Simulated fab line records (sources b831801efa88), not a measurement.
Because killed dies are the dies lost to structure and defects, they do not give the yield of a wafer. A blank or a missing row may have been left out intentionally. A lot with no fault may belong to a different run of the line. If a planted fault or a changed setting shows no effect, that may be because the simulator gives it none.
Chamber matching ; flow sky130 ; SKY_VIA2_CMP_24 on cmp-01: 4 sister chambers
The step polishes, stops on SiO2, t overpolish 20 s, target thk 0 nm. 4 wafers are shown with their chamber, then 7 later ones without.

WAFERS WITH THEIR CHAMBER
wafer;chamber;motorCurrentA (A)
L079.3;1;12.6
L079.5;3;11.1
L088.3;2;10.6
L088.5;0;10.3

WAFERS WITH NO CHAMBER GIVEN
wafer;motorCurrentA (A)
L088.6;11.1
L094.2;12.7
L094.3;10.5
L094.4;10.9
L097.2;10.5
L097.5;10.6
L097.6;11.0

WHICH CHAMBER EACH ONE RAN IN
wafer;from the rows above;in truth
L088.6;3;3
L094.2;1;1
L094.3;can't be placed: 2 or 0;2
L094.4;can't be placed: 3 or 2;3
L097.2;can't be placed: 2 or 0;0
L097.5;2;2
L097.6;3;3
4 of 7 placed correctly. Cannot be placed on the basis of these rows: 3; the candidates contain the true chamber in 3. Placed wrongly: 0.
How it was worked out, from the rows above alone: a wafer's distance from a chamber is the root of the sum, over the readings, of the square of ((its reading less the chamber's mean) divided by the reading's scatter). If the next closest chamber is less than 2 further off than the closest, the wafer can't be placed; otherwise it belongs to the closest. Each chamber's mean is taken over the wafers shown for it. The scatter: root of mean squared gap, hidden wafer to nearest shown wafer, with one shown wafer a chamber.
